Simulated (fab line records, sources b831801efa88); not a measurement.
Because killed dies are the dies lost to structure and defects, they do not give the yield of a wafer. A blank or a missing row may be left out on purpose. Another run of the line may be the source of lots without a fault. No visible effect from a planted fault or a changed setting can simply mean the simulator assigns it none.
Which tool was responsible? | flow sky130 | 6 lots with 18 wafers sampled at 2 steps, on a route of 708 steps

== WHAT THE GAUGES SHOWED, per wafer ==
SKY_LI_CONTACT_THK_MEAS_01.
lot  | measured     | on            | LI_CONTACT_HDPCVD_THK (nm)
L410 | day 28 15:58 | film_metro-03 | 966 952 961
L413 | day 29 09:49 | film_metro-04 | 966 955 961
L417 | day 30 19:46 | film_metro-03 | 968 966 982
L423 | day 32 15:26 | film_metro-03 | 839 833 845
L425 | day 33 08:32 | film_metro-01 | 830 837 824
L429 | day 34 21:16 | film_metro-04 | 945 967 947

== EACH LOT AND THE TOOL THAT RAN IT (in order: tool; ch and the chambers of the sampled wafers; start) ==
lot  | SKY_LI_CONTACT_HDPCVD_00
L410 | hdpcvd-01 ch 0,1, day 28 15:52
L413 | hdpcvd-01 ch 0,1, day 29 09:41
L417 | hdpcvd-02 ch 0,2, day 30 19:38
L423 | hdpcvd-01 ch 0,1,2, day 32 15:19
L425 | hdpcvd-01 ch 0,1,2, day 33 08:25
L429 | hdpcvd-02 ch 0,2, day 34 21:08
- SKY_LI_CONTACT_HDPCVD_00: deposits PSG, target thk 930 nm, time 155 s.

== THE ANSWER, worked out from the rows above alone ==
Rule: usual is defined by the lots themselves. Put in order of their means at a reading, lots are off if they are a third of the lots or fewer, leave a main group of 4 or more, and stand apart from it by a gap of 3 or more times the standard deviation of the main group's means; of several such gaps the widest counts. A main group whose means are all the same, to the digits that the tables above print for the reading, isn't used. Also off: a lot with no number at a reading for which 4 or more lots have one. The other lots that the step has rows for count as sound.
Off: at SKY_LI_CONTACT_THK_MEAS_01 (LI_CONTACT_HDPCVD_THK), L423, L425. For the main group the mean is 961 nm and the standard deviation 6.8.
If a tool, at a process step before that reading, ran all the lots that are off and no sound lot after the first of them, it fits. Gauges at SKY_LI_CONTACT_THK_MEAS_01: tried the same way as those tools. One fits: hdpcvd-01 at SKY_LI_CONTACT_HDPCVD_00. A fault onset in the window from L413 (day 29 09:41, its last sound lot) to L423 (day 32 15:19, its first lot off) fits.

== WHAT WAS PUT IN BY THE SIMULATOR ==
Site profile drift: hdpcvd-01, from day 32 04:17 on, at SKY_LI_CONTACT_HDPCVD_00. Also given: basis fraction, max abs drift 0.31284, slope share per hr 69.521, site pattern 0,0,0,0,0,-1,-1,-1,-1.
Shown lots that were struck: L423, L425. This agrees with what the rule above found.
